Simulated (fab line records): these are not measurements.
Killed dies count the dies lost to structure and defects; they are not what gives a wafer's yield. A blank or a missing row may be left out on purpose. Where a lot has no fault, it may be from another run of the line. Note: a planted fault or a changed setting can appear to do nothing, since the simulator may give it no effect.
The tool behind it: which one?	flow gf180mcu	6 lots with 18 wafers sampled at 3 steps, on a route of 602 steps

== WHAT THE GAUGES READ, wafer by wafer ==
GF_M2_CD_MEAS_14: the cd target is 280 nm.
lot	measured	on	cd_nm (nm)
L483	day 19 13:41	cd_sem-01	278.5 279.5 279.4
L486	day 21 00:01	cd_sem-02	280.6 280.7 280.0
L492	day 23 05:34	cd_sem-01	273.9 272.6 274.7
L499	day 24 23:54	cd_sem-01	278.3 278.9 278.6
L501	day 26 02:10	cd_sem-01	280.7 279.7 281.6
L503	day 26 13:43	cd_sem-02	278.7 278.4 279.2

== WHAT TOOL EACH LOT RAN ON (gives the tool, then ch and the chambers of the sampled wafers, and finally the start) ==
lot	GF_M2_SPUTTER_02	GF_M2_PEB_12
L483	pvd_sputter-04, day 18 13:40	litho_track-02 ch 0, day 19 13:16
L486	pvd_sputter-01, day 20 00:13	litho_track-04 ch 0, day 20 23:40
L492	pvd_sputter-02, day 22 07:49	litho_track-04 ch 0, day 23 05:13
L499	pvd_sputter-04, day 24 01:41	litho_track-01 ch 0, day 24 23:34
L501	pvd_sputter-01, day 25 04:56	litho_track-04 ch 0, day 26 01:49
L503	pvd_sputter-02, day 25 17:05	litho_track-04 ch 0, day 26 13:22
- GF_M2_SPUTTER_02: material AlCu, target thk 450 nm, time 23.9 s.
- GF_M2_PEB_12: peb time 90 s.

== THE ANSWER, worked out from the rows above alone ==
Rule: what is usual is taken from the lots themselves. The widest of any qualifying gaps counts: lots, ordered by their means at a reading, are off when they make up no more than a third of the lots, leave a main group of 4 or more, and stand apart from it by 3 or more times the standard deviation of that group's means. If all means in a main group match to the digits the tables above print for the reading, that group is not used. Also off: a lot with no number at a reading for which 4 or more lots have one. The other lots that the step has rows for count as sound.
Off, at GF_M2_CD_MEAS_14 on cd_nm: L492. The main group: mean 279.5 nm, standard deviation 0.86.
A tool fits if, at a process step before that reading, it ran every lot that is off, and no sound lot after the first of them. Gauges at GF_M2_CD_MEAS_14: tried the same way as those tools. No candidate that was tried fits.

== WHAT THE SIMULATOR HAD INSERTED ==
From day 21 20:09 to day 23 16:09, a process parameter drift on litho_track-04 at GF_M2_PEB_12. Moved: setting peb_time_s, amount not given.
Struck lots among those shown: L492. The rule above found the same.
